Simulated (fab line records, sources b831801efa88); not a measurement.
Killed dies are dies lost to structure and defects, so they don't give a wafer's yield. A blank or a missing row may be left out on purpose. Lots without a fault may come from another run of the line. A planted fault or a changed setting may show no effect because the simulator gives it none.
fab line records | flow sky130
record lots=6 wafers=16 last_day=50
route steps=708 shown FIELD_ISO@13 PAD_OPEN@708
lots that met no fault: from a run of the same line without faults
start_h: hours from the record's first day to the start of the lot's first wafer shown | wait_h: hours since the lot's step before | " the same as in the row above | L1.1+2: a row that stands for several wafers | - no value, or no start given | * or withheld: withheld | < > ~ a bound
route shown NAME@n: a module of which the file shows steps, and the number in the route of the first | usual: mean/standard deviation of fault-free wafers | same: alike in all rows | chamber/n: place in a boat | sites: the reading at each site | _std_site: their standard deviation | _edge_site: outer sites' mean less inner sites' | radius_mm: how far each site lies from the wafer's centre | mask NAME#n: copy n | behind: the tool/chamber that last shaped the wafer | hold: why the lot was held/for how many hours/how that ended | device: the transistor (n, p or np) that didn't switch | end of line: the same wafers' tests at the end of the route | a step without rows: its recipe alone | killed: dies lost to structure and defects at the first sort, not the wafer's yield | map: a wafer's dies, x killed, . not, _ none there
set.NAME: the setting as run; set.NAME@STEP: as run at that earlier step | model.NAME: the simulator's own value behind a step, which no gauge read
lots at some steps of the route; a table a step, a row a wafer
services: from which hour (start_h, from the record's first day; less than 0 if before it) a tool's chamber was out of use, for how many hours, and why
## steps
# step SKY_FIELD_ISO_DEVELOP_12
# recipe develop_time_s=60 resist=KrF-thick dev_temp_c=21
# step SKY_FIELD_ISO_CD_MEAS_13
# recipe target_cd_nm=150
# usual cd_nm=150.4/1.3
# columns lot.wafer tool chamber start_h wait_h cd_nm
L274.2 cd_sem-02 - 29.00 - 150.1
L274.4 " - " " 149.7
L274.6 " - " " 150.9
L279.1 cd_sem-02 - 55.03 - 151.8
L279.2 " - " " 150.4
L279.5 " - " " 149.8
L286.3 cd_sem-02 - 90.77 - 151.8
L286.5 " - " " 151.6
L291.4 cd_sem-02 - 118.94 - 151.7
L291.6 " - " " 150.6
L296.1 cd_sem-01 - 147.60 - 149.0
L296.4 " - " " 149.4
L296.5 " - " " 148.7
L297.4 cd_sem-01 - 150.86 - 150.4
L297.5 " - " " 150.8
L297.6 " - " " 151.6
# step SKY_FIELD_ISO_ETCH_14
# recipe chemistry=N2/H2 target=BARC ion_energy_ev=200 source_w=500 bias_w=100 pressure_mtorr=30 n2_flow_sccm=100 h2_flow_sccm=200 stop_on=SiO2 time_s=45.9 target_depth_a=600
# usual drypump_motor_current_A=5.8/0.41 oes_product_au=0.854/0.0045 rf_fwd_power_W=494.8/1.7 throttle_valve_pct=13.224/0.0082
# columns lot.wafer tool chamber start_h wait_h drypump_motor_current_A oes_product_au rf_fwd_power_W rf_hours_counter_h throttle_valve_pct
L274.2 rie_diel-03 1 29.10 0.1 5.3 0.854 494.8 8 13.239
L274.4 " 0 " " 6.6 0.856 493.6 7 13.220
L274.6 " 0 " " 6.6 0.860 495.6 - 13.229
L279.1 rie_diel-03 2 55.15 0.1 6.0 0.857 494.4 42 13.239
L279.2 " 1 " " 5.3 0.849 494.4 8 13.224
L279.5 " 1 " " 5.3 0.853 492.9 - 13.222
L286.3 rie_diel-02 3 90.85 0.1 5.3 0.851 495.4 126 13.229
L286.5 " 1 " " 5.5 0.853 492.3 - 13.202
L291.4 rie_diel-03 2 119.00 0.0 6.0 0.859 492.6 44 13.222
L291.6 " 1 " " 5.3 0.853 493.4 - 13.230
L296.1 rie_diel-03 3 147.72 0.1 5.7 0.855 497.7 1 13.220
L296.4 " 1 " " 5.3 0.853 493.8 10 13.223
L296.5 " 3 " " 5.7 0.857 498.5 - 13.225
L297.4 rie_diel-03 0 150.92 0.0 6.6 0.851 496.4 9 13.239
L297.5 " 1 " " 5.3 0.860 496.0 - 13.235
L297.6 " 0 " " 6.6 0.854 495.3 - 13.221
# step SKY_FIELD_ISO_ETCH_15
# recipe chemistry=CHF3/O2 target_depth_nm=180 stop_on=Si source_w=600 bias_w=200 pressure_mtorr=40 chf3_flow_sccm=50 O2_flow_sccm=5 time_s=72
# usual drypump_motor_current_A=5.8/0.41 oes_product_au=0.947/0.006 rf_fwd_power_W=595.4/2 throttle_valve_pct=8.844/0.0091
# columns lot.wafer tool chamber start_h wait_h drypump_motor_current_A oes_product_au rf_fwd_power_W rf_hours_counter_h throttle_valve_pct
L274.2 rie_diel-03 1 29.15 0.0 5.3 0.957 598.4 8 8.836
L274.4 " 0 " " 6.6 0.942 589.3 7 8.835
L274.6 " 0 " " 6.6 0.947 591.1 - 8.858
L279.1 rie_diel-03 2 55.20 0.0 6.0 0.947 591.8 42 8.843
L279.2 " 1 " " 5.3 0.944 592.2 8 8.853
L279.5 " 1 " " 5.3 0.937 592.0 - 8.830
L286.3 rie_diel-02 3 90.90 0.0 5.3 0.940 595.0 126 8.849
L286.5 " 1 " " 5.5 0.943 597.0 - 8.846
L291.4 rie_diel-03 2 119.05 0.0 6.0 0.940 592.1 44 8.825
L291.6 " 1 " " 5.3 0.941 593.0 - 8.841
L296.1 rie_diel-03 3 147.76 0.0 5.7 0.944 594.7 1 8.839
L296.4 " 1 " " 5.3 0.952 595.0 10 8.853
L296.5 " 3 " " 5.7 0.950 596.7 - 8.852
L297.4 rie_diel-03 0 150.96 0.0 6.6 0.944 597.0 9 8.846
L297.5 " 1 " " 5.3 0.951 596.0 - 8.838
L297.6 " 0 " " 6.6 0.949 596.7 - 8.834
# step SKY_FIELD_ISO_STRIP_16
# recipe chemistry=O2/N2 power_w=1400 pressure_mtorr=1500 platen_temp_c=withheld o2_flow_sccm=3000 n2_flow_sccm=300 overash_fraction=0.5
# usual drypump_motor_current_A=5.6/0.51 o2_flow_sccm=3001/8.6 oes_product_au=0.378/0.0045 strip_time_to_endpoint_s=3.556/0.027
# columns lot.wafer tool chamber start_h wait_h drypump_motor_current_A o2_flow_sccm oes_product_au rf_hours_counter_h strip_time_to_endpoint_s
L274.2 plasma_asher-02 1 29.20 0.0 5.8 3003 0.384 35 3.587
L274.4 " 1 " " 5.8 3006 0.381 - 3.549
L274.6 " 0 " " 5.1 2995 0.369 - 3.557
L279.1 plasma_asher-01 0 55.25 0.0 4.9 3009 0.383 37 3.549
L279.2 " 1 " " 6.3 3006 0.366 37 3.593
L279.5 " 0 " " 4.9 3000 0.376 - 3.580
L286.3 plasma_asher-01 0 90.99 0.1 4.9 2997 0.382 - 3.567
L286.5 " 0 " " 5.0 3007 0.378 - 3.581
L291.4 plasma_asher-02 0 119.14 0.1 5.1 2999 0.376 - 3.514
L291.6 " 1 " " 5.8 2996 0.386 - 3.564
L296.1 plasma_asher-01 0 147.81 0.0 5.0 2987 0.378 47 3.579
L296.4 " 0 " " 5.0 2993 0.379 - 3.565
L296.5 " 1 " " 6.4 2995 0.374 - 3.562
L297.4 plasma_asher-01 0 151.05 0.1 4.9 3008 0.372 - 3.564
L297.5 " 0 " " 4.9 3005 0.381 - 3.584
L297.6 " 1 " " 6.4 3010 0.372 - 3.558
# step SKY_FIELD_ISO_ETCH_17
# recipe target_depth_a=3420 mask_material=Si3N4 chemistry=HBr/Cl2/O2 target=Si taper_deg=5 icp_w=600 bias_w=150 pressure_mtorr=15 HBr_flow_sccm=150 Cl2_flow_sccm=40 O2_flow_sccm=6 time_s=97.7
# usual drypump_motor_current_A=5.99/0.21 oes_product_au=1.000/0.0086 rf_fwd_power_W=596.2/2 throttle_valve_pct=25.656/0.011
# columns lot.wafer tool chamber start_h wait_h drypump_motor_current_A oes_product_au rf_fwd_power_W rf_hours_counter_h throttle_valve_pct
L274.2 rie_si-01 0 29.30 0.1 5.93 1.002 598.9 97 25.656
L274.4 " 1 " " 6.26 0.997 593.5 1 25.663
L274.6 " 0 " " 5.93 0.999 598.8 - 25.668
L279.1 rie_si-01 1 55.35 0.1 6.30 0.993 593.4 1 25.666
L279.2 " 0 " " 5.95 1.003 595.0 97 25.662
L279.5 " 1 " " 6.30 0.982 595.3 - 25.657
L286.3 rie_si-02 3 91.05 0.0 5.70 1.008 594.7 136 25.638
L286.5 " 0 " " 6.03 1.000 595.9 - 25.652
L291.4 rie_si-01 2 119.24 0.1 6.18 0.993 595.6 - 25.682
L291.6 " 0 " " 5.99 0.992 596.8 - 25.649
L296.1 rie_si-01 3 147.91 0.1 5.73 0.994 594.3 54 25.658
L296.4 " 2 " " 6.16 1.001 597.8 1 25.643
L296.5 " 0 " " 5.97 1.009 598.3 - 25.658
L297.4 rie_si-02 2 151.16 0.1 6.17 1.008 593.4 - 25.664
L297.5 " 0 " " 6.05 1.009 597.6 - 25.661
L297.6 " 1 " " 5.79 0.991 598.2 - 25.675
# step SKY_FIELD_ISO_WET_ETCH_18
# recipe chemistry=H3PO4 target_depth_nm=25 temp_c=160 target=Si3N4 time_s=286
# step SKY_FIELD_ISO_CLEAN_19
# recipe chemistry=SC1/SC2 mix=1:4:20 temp_c=70 time_s=150
# step SKY_FIELD_ISO_CLEAN_20
# recipe chemistry=dHF time_s=20 dilution=100:1
# step SKY_FIELD_ISO_WET_ETCH_21
# recipe chemistry=dHF dilution=100:1 target_depth_nm=20 dry=ipa_marangoni target=SiO2 temp_c=25 time_s=400
# step SKY_FIELD_ISO_OXIDATION_22
# recipe temp_c=950 ambient=O2 stabilise_s=600 purge_s=300 target_thk_a=100 ox_time_s=623
# step SKY_FIELD_ISO_THK_MEAS_23
# recipe reads=SiO2_of_FIELD_ISO_OXIDATION_22
# usual FIELD_ISO_OXIDATION_01_THK=10.07/0.18
# columns lot.wafer tool chamber start_h wait_h FIELD_ISO_OXIDATION_01_THK[nm]
L274.2 film_metro-01 - 31.60 0.0 10.13
L274.4 " - " " 10.25
L274.6 " - " " 10.04
L279.1 film_metro-02 - 56.88 0.0 9.94
L279.2 " - " " 9.73
L279.5 " - " " 9.84
L286.3 film_metro-04 - 94.27 0.0 10.23
L286.5 " - " " 10.45
L291.4 film_metro-04 - 126.23 0.0 10.02
L291.6 " - " " 10.10
L296.1 film_metro-01 - 149.93 0.0 9.89
L296.4 " - " " 9.98
L296.5 " - " " 10.00
L297.4 film_metro-01 - 152.84 0.0 9.98
L297.5 " - " " 10.14
L297.6 " - " " 9.86
# step SKY_FIELD_ISO_CVD_24
# recipe material=SiO2 target_thk_nm=595 temp_c=650 sigma_open_frac=0.3 time_s=99.2 sih4_flow_sccm=60 pressure_mtorr=6
# columns lot.wafer tool chamber start_h wait_h model.SiO2_of_FIELD_ISO_CVD_24.thk_nm
L274.2 hdpcvd-01 0 31.65 0.0 599.3
L274.4 " 0 " " 597
L274.6 " 1 " " 595.1
L279.1 hdpcvd-02 0 56.94 0.1 586.6
L279.2 " 2 " " 587.6
L279.5 " 0 " " 598.5
L286.3 hdpcvd-01 1 94.31 0.0 1132
L286.5 " 1 " " 590.1
L291.4 hdpcvd-01 1 126.29 0.1 1141
L291.6 " 0 " " 590
L296.1 hdpcvd-02 2 149.99 0.1 581.3
L296.4 " 0 " " 586.8
L296.5 " 2 " " 591
L297.4 hdpcvd-02 1 152.90 0.1 597.6
L297.5 " 2 " " 587.8
L297.6 " 0 " " 592.2
# step SKY_FIELD_ISO_THK_MEAS_25
# recipe reads=SiO2_of_FIELD_ISO_CVD_24
# usual FIELD_ISO_CVD_24_THK=595/5.7
# columns lot.wafer tool chamber start_h wait_h FIELD_ISO_CVD_24_THK[nm]
L274.2 film_metro-04 - 31.73 0.0 599
L274.4 " - " " 597
L274.6 " - " " 595
L279.1 film_metro-04 - 57.02 0.0 586
L279.2 " - " " 588
L279.5 " - " " 599
L286.3 film_metro-02 - 94.40 0.1 1132
L286.5 " - " " 590
L291.4 film_metro-01 - 126.36 0.0 1141
L291.6 " - " " 590
L296.1 film_metro-02 - 150.12 0.1 582
L296.4 " - " " 587
L296.5 " - " " 591
L297.4 film_metro-04 - 152.97 0.0 597
L297.5 " - " " 588
L297.6 " - " " 593
# step SKY_FIELD_ISO_ANNEAL_26
# recipe temp_c=1000 time_s=1800 ambient=N2
# step SKY_FIELD_ISO_CMP_27
# recipe stop_on=Si3N4 t_overpolish_s=16 down_force_psi=4 platen_rpm=60 target_thk_nm=457.8 pad_velocity_m_s=0.94248
# usual motor_current_A=12.4/1.6 retaining_ring_pressure_frac=1.000/0.0049 time_to_endpoint_s=111/3.6
# columns lot.wafer tool chamber start_h wait_h motor_current_A retaining_ring_pressure_frac time_to_endpoint_s
L274.2 cmp-01 0 34.72 0.1 11.4 1.002 115
L274.4 " 1 " " 14.8 1.007 112
L274.6 " 3 " " 14.5 0.997 116
L279.2 cmp-01 2 58.58 0.0 13.8 1.003 119
L279.1 " 0 " " 11.5 0.986 112
L279.5 " 3 " " 13.3 0.996 120
L286.3 cmp-01 0 96.09 0.1 11.3 0.998 202
L286.5 " 1 " " 14.2 1.007 110
L291.4 cmp-02 0 130.91 0.1 11.3 1.013 211
L291.6 " 3 " " 11.0 0.997 111
L296.1 cmp-01 2 152.46 0.0 13.8 0.992 115
L296.4 " 3 " " 15.0 1.001 112
L296.5 " 3 " " 14.6 0.998 115
L297.4 cmp-02 3 154.50 0.0 11.4 0.996 111
L297.6 " 3 " " 10.3 0.989 111
L297.5 " 0 " " 10.7 1.002 105
# step SKY_FIELD_ISO_WET_ETCH_28
# recipe chemistry=dHF target_depth_nm=23.7 target=SiO2 dilution=10:1 temp_c=25 time_s=47
# step SKY_PAD_OPEN_PROBE_99
# usual killed_at_M0_to_M3=43/7 killed_at_M4_up=3.4/1.9 killed_at_contacts=24/5.4 killed_at_front_end=15/4.4 killed_at_other=0.4/0.63 killed_dies=86/9.1 killed_on_rim=16/3.5 killed_open=46/6.6 killed_short=39/6.6
# same gross_dies=492 killed_at_back_side=0
# columns lot.wafer tool chamber start_h wait_h killed_at_M0_to_M3 killed_at_M4_up killed_at_contacts killed_at_front_end killed_at_other killed_dies killed_on_rim killed_open killed_short
L274.2 prober-01 - 1064.25 0.1 42 2 17 23 0 84 22 53 31
L274.4 prober-01 - 1064.35 0.2 50 3 28 17 0 98 21 54 44
L274.6 prober-01 - 1064.45 0.2 38 6 27 17 0 88 13 43 45
L279.1 prober-02 - 1121.14 0.1 58 1 25 14 0 98 20 49 49
L279.2 prober-02 - 1121.19 0.1 43 4 29 8 1 85 25 44 41
L279.5 prober-02 - 1121.34 0.2 48 1 18 11 1 79 21 48 31
L286.3 prober-01 - 1143.12 0.2 50 6 14 16 1 87 13 44 43
L286.5 prober-01 - 1143.22 0.2 42 2 19 16 0 79 14 35 44
L291.4 prober-01 - 1183.10 0.2 42 4 26 23 0 95 22 52 43
L291.6 prober-01 - 1183.20 0.2 28 5 21 19 0 73 10 41 32
L296.1 prober-01 - 1194.87 0.1 42 6 29 16 1 94 23 42 52
L296.4 prober-01 - 1195.02 0.2 37 5 16 19 0 77 18 38 39
L296.5 prober-01 - 1195.07 0.2 33 2 34 18 0 87 14 47 40
L297.4 prober-02 - 1201.17 0.2 47 7 23 16 1 94 18 44 49
L297.5 prober-02 - 1201.22 0.2 44 1 30 15 1 91 19 52 39
L297.6 prober-02 - 1201.27 0.2 45 8 30 17 1 101 23 52 48
# killed by level:class
L274.2 VIA1:geometric_particle:open=12 FIELD_ISO:geometric_particle:open=10 CONTACT:geometric_particle:open=9 METAL2:geometric_particle:short=7 VIA2:geometric_particle:open=7 FIELD_ISO:geometric_particle:short=4 POLY_GATE:geometric_particle:open=4 VIA3:geometric_particle:open=4
L274.4 VIA1:geometric_particle:open=15 LI_CONTACT:geometric_particle:open=10 METAL2:geometric_particle:short=9 POLY_GATE:geometric_particle:short=7 CONTACT:geometric_particle:open=7 VIA3:geometric_particle:open=7 VIA2:geometric_particle:open=6 LI_CONTACT:geometric_particle:short=5
L274.6 CONTACT:geometric_particle:open=13 METAL2:geometric_particle:short=8 VIA1:geometric_particle:short=7 LI_CONTACT:geometric_particle:open=6 METAL4:geometric_particle:short=5 METAL3:geometric_particle:short=5 FIELD_ISO:geometric_particle:open=4 POLY_GATE:geometric_particle:open=4
L279.1 VIA1:geometric_particle:open=13 VIA3:geometric_particle:open=10 LOCAL_INTERCONNECT:geometric_particle:short=8 CONTACT:geometric_particle:open=6 METAL1:geometric_particle:short=6 METAL2:geometric_particle:short=6 VIA2:geometric_particle:open=6 VIA1:geometric_particle:short=5
L279.2 CONTACT:geometric_particle:open=19 VIA1:geometric_particle:open=8 METAL3:geometric_particle:short=6 METAL1:geometric_particle:short=5 LI_CONTACT:geometric_particle:open=5 VIA1:geometric_particle:short=5 METAL2:geometric_particle:short=5 FIELD_ISO:geometric_particle:short=4
L279.5 VIA1:geometric_particle:open=15 VIA3:geometric_particle:open=9 VIA2:geometric_particle:open=6 LOCAL_INTERCONNECT:geometric_particle:short=5 METAL3:geometric_particle:short=5 FIELD_ISO:geometric_particle:open=4 LI_CONTACT:geometric_particle:open=4 CONTACT:geometric_particle:open=4
L286.3 VIA2:geometric_particle:open=9 METAL1:geometric_particle:short=7 VIA3:geometric_particle:open=6 CONTACT:geometric_particle:open=5 VIA1:geometric_particle:open=5 FIELD_ISO:geometric_particle:open=4 POLY_GATE:geometric_particle:open=4 METAL2:geometric_particle:short=4
L286.5 VIA3:geometric_particle:open=10 METAL2:geometric_particle:short=8 CONTACT:geometric_particle:open=7 METAL1:geometric_particle:short=7 POLY_GATE:geometric_particle:short=5 CONTACT:geometric_particle:short=5 VIA1:geometric_particle:open=5 FIELD_ISO:geometric_particle:short=4
L291.4 CONTACT:geometric_particle:open=10 LI_CONTACT:geometric_particle:open=8 METAL1:geometric_particle:short=8 VIA1:geometric_particle:open=7 VIA3:geometric_particle:open=7 POLY_GATE:geometric_particle:open=6 POLY_GATE:geometric_particle:short=6 METAL2:geometric_particle:short=5
L291.6 CONTACT:geometric_particle:open=9 POLY_GATE:geometric_particle:open=8 VIA2:geometric_particle:open=7 POLY_GATE:geometric_particle:short=4 CONTACT:geometric_particle:short=4 VIA1:geometric_particle:open=4 FIELD_ISO:geometric_particle:open=3 METAL4:geometric_particle:short=3
L296.1 VIA1:geometric_particle:open=15 CONTACT:geometric_particle:short=8 METAL2:geometric_particle:short=7 VIA1:geometric_particle:short=7 POLY_GATE:geometric_particle:short=6 LOCAL_INTERCONNECT:geometric_particle:short=6 METAL4:geometric_particle:short=6 LI_CONTACT:geometric_particle:open=5
L296.4 CONTACT:geometric_particle:open=8 VIA1:geometric_particle:open=7 FIELD_ISO:geometric_particle:short=6 VIA3:geometric_particle:open=6 VIA1:geometric_particle:short=6 LI_CONTACT:geometric_particle:open=5 METAL4:geometric_particle:short=5 METAL1:geometric_particle:short=4
L296.5 CONTACT:geometric_particle:open=14 LI_CONTACT:geometric_particle:open=7 POLY_GATE:geometric_particle:open=6 METAL2:geometric_particle:short=6 VIA2:geometric_particle:open=6 LI_CONTACT:geometric_particle:short=5 METAL1:geometric_particle:short=5 LOCAL_INTERCONNECT:geometric_particle:short=5
L297.4 CONTACT:geometric_particle:open=10 VIA1:geometric_particle:open=7 LI_CONTACT:geometric_particle:open=6 METAL2:geometric_particle:short=6 VIA2:geometric_particle:short=6 METAL4:geometric_particle:short=6 FIELD_ISO:geometric_particle:short=5 METAL1:geometric_particle:short=5
L297.5 LI_CONTACT:geometric_particle:open=11 VIA1:geometric_particle:open=10 CONTACT:geometric_particle:open=7 LOCAL_INTERCONNECT:geometric_particle:short=7 METAL1:geometric_particle:short=7 VIA3:geometric_particle:open=6 FIELD_ISO:geometric_particle:short=5 VIA1:geometric_particle:short=5
L297.6 VIA1:geometric_particle:open=12 CONTACT:geometric_particle:short=11 CONTACT:geometric_particle:open=9 VIA3:geometric_particle:open=7 METAL1:geometric_particle:short=6 POLY_GATE:geometric_particle:open=5 VIA1:geometric_particle:short=5 METAL4:geometric_particle:short=5
## services
# columns tool chamber start_h hours kind
hdpcvd-02 1 6.48 29.4 repair
plasma_asher-02 - 23.45 2.3 repair
rie_si-01 3 40.18 4.4 repair
hdpcvd-02 - 42.07 1.1 repair
cmp-01 - 43.62 2.8 repair
cmp-02 - 45.97 0.3 repair
cmp-01 - 46.46 4.1 pm
rie_diel-03 0 55.70 5.3 repair
cmp-01 - 64.00 4.0 pm
hdpcvd-01 - 66.75 15.0 pm
rie_diel-03 3 69.11 - clean
rie_diel-03 3 69.11 23.9 scheduled_down
cmp-01 - 74.37 4.3 repair
cmp-02 - 79.19 5.4 pm
hdpcvd-02 - 101.81 2.8 pm
rie_si-02 - 105.07 15.6 pm
plasma_asher-02 - 108.75 9.0 pm
rie_si-01 1 112.92 15.6 repair
rie_diel-02 1 121.26 2.9 repair
rie_si-02 1 132.12 7.3 repair
rie_si-02 3 134.97 15.1 repair
rie_diel-02 0 141.11 5.7 repair
hdpcvd-01 - 141.61 0.8 repair
plasma_asher-02 - 147.14 2.0 repair
## key
first_sign step=SKY_FIELD_ISO_THK_MEAS_25 reading=FIELD_ISO_CVD_24_THK direction=up sigmas=95 usual=595 struck=1136
effect step=SKY_FIELD_ISO_CMP_27 reading=time_to_endpoint_s direction=up sigmas=26 usual=* struck=*
model_effect step=SKY_FIELD_ISO_CVD_24 value=SiO2_of_FIELD_ISO_CVD_24.thk_nm without=594.7 struck=1136
met_at SKY_FIELD_ISO_CVD_24
struck_wafers L286.3,L291.4
tester_left_out L286,L291
onset_between 31.65 94.31
fault kind=process_parameter_drift tool=hdpcvd-01 chamber=- onset_h=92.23 steps=SKY_FIELD_ISO_CVD_24 channel=target_thk_nm offset=541.42 shape=step end_h=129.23 scope=struck_wafers_only acts_in=these_recipes_only stated=595
# tester_left_out: of these lots the tester's yield and bins aren't shown, on N5 and GAA mostly nor the transistor test; their killed dies are dies lost to structure and defects alone, not to doping, threshold or leakage, so they don't give the yield
